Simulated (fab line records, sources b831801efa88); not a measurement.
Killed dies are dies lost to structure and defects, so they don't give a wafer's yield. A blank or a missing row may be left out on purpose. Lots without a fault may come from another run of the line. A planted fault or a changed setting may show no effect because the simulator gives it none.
Chamber matching | flow sky130 | SKY_PASSIVATION_CVD_00 on pecvd-01: 3 sister chambers
The step deposits SiO2, target thk 90 nm. 3 wafers are shown with their chamber, then 10 later ones without.

WAFERS WITH THEIR CHAMBER
wafer  | chamber | heater_power_w (W)
L080.4 | 1       | 663
L087.3 | 0       | 630
L087.4 | 2       | 739

WAFERS WITHOUT THEIR CHAMBER
wafer  | heater_power_w (W)
L087.6 | 636
L092.1 | 568
L092.5 | 741
L092.6 | 571
L095.1 | 687
L095.4 | 538
L095.5 | 786
L097.1 | 685
L097.3 | 780
L097.4 | 686

WHICH CHAMBER EACH WENT THROUGH
wafer  | from the rows above          | in truth
L087.6 | can't be placed: 0 or 1      | 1
L092.1 | can't be placed: 0 or 1      | 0
L092.5 | can't be placed: 2 or 1      | 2
L092.6 | can't be placed: 0 or 1      | 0
L095.1 | can't be placed: 1 or 2 or 0 | 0
L095.4 | can't be placed: 0 or 1      | 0
L095.5 | can't be placed: 2 or 1      | 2
L097.1 | can't be placed: 1 or 2 or 0 | 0
L097.3 | can't be placed: 2 or 1      | 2
L097.4 | can't be placed: 1 or 2 or 0 | 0
Placed correctly: 0 of 10. Can't be placed from these rows: 10 (the true chamber is among the candidates in 10). Placed wrongly: 0.
How it was worked out, from the rows above alone: a wafer's distance from a chamber is the root of the sum, over the readings, of the square of ((its reading less the chamber's mean) divided by the reading's scatter). The wafer belongs to the nearest chamber; if the next one is less than 2 further off, it can't be placed. A chamber's mean is the mean of its shown wafers. The scatter: with one shown wafer a chamber, the root of the mean of the squares of how far each hidden wafer lies from its nearest shown one.
